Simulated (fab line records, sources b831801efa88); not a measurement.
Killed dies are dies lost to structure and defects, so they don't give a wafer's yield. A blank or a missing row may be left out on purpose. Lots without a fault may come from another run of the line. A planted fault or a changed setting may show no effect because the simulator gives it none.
Which tool did it? | flow sky130 | 12 lots, 36 wafers sampled, at 2 steps of a route of 708

WHAT THE GAUGES READ, wafer by wafer
SKY_SONOS_TUNNEL_OVL_MEAS_08.
lot  | measured     | on         | SONOS_TUNNEL_OVL (nm)
L451 | day 11 16:21 | overlay-02 | -0.6 1.8 0.4
L453 | day 12 04:36 | overlay-01 | -0.2 1.2 1.6
L454 | day 12 09:33 | overlay-01 | 0.7 0.1 1.5
L455 | day 13 00:10 | overlay-01 | 0.0 -0.9 0.1
L457 | day 13 16:16 | overlay-01 | -1.2 0.4 -0.6
L459 | day 14 08:02 | overlay-01 | -0.1 -1.6 -1.7
L466 | day 16 17:38 | overlay-01 | 0.6 0.4 -1.6
L467 | day 17 13:02 | overlay-02 | -2.7 -1.7 -1.9
L470 | day 18 00:37 | overlay-01 | 1.0 -0.2 1.4
L471 | day 18 09:23 | overlay-02 | 0.9 -0.7 0.0
L472 | day 18 16:06 | overlay-02 | 0.8 1.8 0.5
L473 | day 19 01:37 | overlay-01 | 1.2 -0.7 -1.2

WHICH TOOL RAN EACH LOT (tool, then ch and the chambers of the sampled wafers, then the start)
lot  | SKY_NWELL_STRIP_25
L451 | plasma_asher-03 ch 0,1, day 5 12:37
L453 | plasma_asher-04 ch 1, day 6 00:14
L454 | plasma_asher-04 ch 0,1, day 6 02:49
L455 | plasma_asher-03 ch 0,1, day 6 13:55
L457 | plasma_asher-04 ch 0,1, day 7 01:25
L459 | plasma_asher-03 ch 0,1, day 7 14:23
L466 | plasma_asher-01 ch 0,1, day 9 09:52
L467 | plasma_asher-01 ch 0,1, day 10 00:15
L470 | plasma_asher-01 ch 0,1, day 10 09:01
L471 | plasma_asher-01 ch 0,1, day 10 15:16
L472 | plasma_asher-03 ch 0,1, day 10 22:01
L473 | plasma_asher-03 ch 1, day 11 03:17
- SKY_NWELL_STRIP_25: strips in O2/N2.

WHAT THE TOOLS THEMSELVES READ (means of the sampled wafers that have a number; where no wafer has one, the mark that the record gives instead)
SKY_NWELL_STRIP_25.
lot  | tool            | chamber_pressure_mTorr (mTorr) | drypump_motor_current_A (A) | o2_flow_sccm (sccm) | oes_product_au (a.u.) | strip_time_to_endpoint_s (s)
L451 | plasma_asher-03 | 1500.3                         | 6.2                         | 3007                | 0.726                 | 37.07
L453 | plasma_asher-04 | 1499.6                         | 5.4                         | 3009                | 0.722                 | 36.88
L454 | plasma_asher-04 | 1500.3                         | 5.3                         | 2995                | 0.723                 | 36.97
L455 | plasma_asher-03 | 1500.1                         | 6.2                         | 3005                | 0.722                 | 36.88
L457 | plasma_asher-04 | 1499.0                         | 5.3                         | 3001                | 0.720                 | 37.05
L459 | plasma_asher-03 | 1500.7                         | 6.3                         | 2990                | 0.724                 | 37.02
L466 | plasma_asher-01 | 1500.3                         | 5.8                         | 2995                | 0.723                 | 36.97
L467 | plasma_asher-01 | 1500.7                         | 5.9                         | 3001                | 0.723                 | 36.77
L470 | plasma_asher-01 | 1499.6                         | 5.8                         | 2992                | 0.726                 | 37.00
L471 | plasma_asher-01 | 1500.0                         | 5.8                         | 2992                | 0.720                 | 37.00
L472 | plasma_asher-03 | 1499.6                         | 6.2                         | 2998                | 0.723                 | 37.10
L473 | plasma_asher-03 | 1500.0                         | 6.4                         | 2996                | 0.720                 | 36.87

THE ANSWER, worked out from the rows above alone
Rule: what is usual is taken from the lots themselves. Put in order of their means at a reading, lots are off if they are a third of the lots or fewer, leave a main group of 4 or more, and stand apart from it by a gap of 3 or more times the standard deviation of the main group's means; of several such gaps the widest counts. A main group whose means are all the same, to the digits that the tables above print for the reading, isn't used. A lot without any number at a reading at which 4 lots or more have one is off too. The other lots that the step has rows for count as sound. The gauges are gone through in route order, then the tools' own readings, and for those a lot's mean is taken as printed above. The first step at which some lot is off is used, and at that step the reading that is off furthest; a lot without a number counts as furthest.
No lot is off at any reading shown: from this, nothing can be told.

WHAT THE SIMULATOR HAD PUT IN
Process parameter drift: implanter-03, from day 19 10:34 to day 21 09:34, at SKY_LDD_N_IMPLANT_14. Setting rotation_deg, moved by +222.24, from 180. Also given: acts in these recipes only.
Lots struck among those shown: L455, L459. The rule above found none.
